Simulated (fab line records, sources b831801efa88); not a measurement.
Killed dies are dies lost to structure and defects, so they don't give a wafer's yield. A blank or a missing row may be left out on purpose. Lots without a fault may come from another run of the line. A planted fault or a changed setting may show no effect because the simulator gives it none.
Chamber matching | flow sky130 | SKY_FIELD_ISO_CMP_27 on cmp-02: 4 sister chambers
The step polishes, stops on Si3N4, t overpolish 16 s, target thk 457.8 nm. 16 wafers are shown with their chamber, then 8 later ones without.

WAFERS WITH THEIR CHAMBER
wafer  | chamber | motor_current_A (A) | time_to_endpoint_s (s) | slurry_filter_dp_kPa (kPa)
L307.1 | 3       | 11.6                | 104                    | 13.65
L307.2 | 1       | 10.0                | 104                    | 13.31
L307.3 | 0       | 12.1                | 111                    | 13.74
L308.2 | 1       | 9.6                 | 106                    | 13.47
L308.5 | 2       | 14.3                | 103                    | 13.42
L308.6 | 3       | 11.4                | 105                    | 13.41
L309.3 | 1       | 10.0                | 107                    | 13.25
L309.4 | 0       | 12.3                | 112                    | 13.36
L309.6 | 0       | 12.3                | 110                    | 13.66
L310.2 | 1       | 10.1                | 108                    | 13.31
L310.4 | 3       | 11.2                | 101                    | 13.45
L310.5 | 0       | 12.0                | 111                    | 13.56
L312.1 | 2       | 14.4                | 102                    | 13.51
L312.4 | 0       | 12.3                | 110                    | 13.59
L312.6 | 1       | 9.7                 | 106                    | 13.39
L313.1 | 3       | 11.6                | 102                    | 13.52

SIGNATURES (means of the wafers above)
reading              | chamber 0 | chamber 1 | chamber 2 | chamber 3 | scatter within a chamber
motor_current_A      | 12.200    | 9.880     | 14.350    | 11.450    | 0.179
time_to_endpoint_s   | 110.80    | 106.20    | 102.50    | 103.00    | 1.36
slurry_filter_dp_kPa | 13.5820   | 13.3460   | 13.4650   | 13.5075   | 0.111
Rule: a wafer's distance from a chamber is the root of the sum, over the readings, of the square of ((its reading less the chamber's mean) divided by the reading's scatter). The wafer belongs to the nearest chamber; if the next one is less than 2 further off, it can't be placed. The scatter: the root of (the sum of the squares of (reading less its chamber's mean) over the shown wafers, divided by (wafers less chambers)).

WAFERS WITHOUT THEIR CHAMBER
wafer  | motor_current_A (A) | time_to_endpoint_s (s) | slurry_filter_dp_kPa (kPa)
L313.2 | 14.1                | 106                    | 13.42
L313.3 | 10.1                | 110                    | 13.66
L318.2 | 11.6                | 110                    | 13.42
L318.3 | 9.8                 | 111                    | 13.47
L318.5 | 12.1                | 109                    | 13.65
L325.2 | 14.4                | 104                    | 13.51
L325.3 | 11.8                | 106                    | 13.58
L325.5 | 13.5                | 107                    | 13.60

WHICH CHAMBER EACH WENT THROUGH
wafer  | from the rows above     | in truth
L313.2 | 2                       | 2
L313.3 | 1                       | 1
L318.2 | can't be placed: 0 or 3 | 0
L318.3 | 1                       | 1
L318.5 | 0                       | 0
L325.2 | 2                       | 2
L325.3 | can't be placed: 3 or 0 | 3
L325.5 | can't be placed: 2 or 0 | 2
Placed correctly: 5 of 8. Can't be placed from these rows: 3 (the true chamber is among the candidates in 3). Placed wrongly: 0.
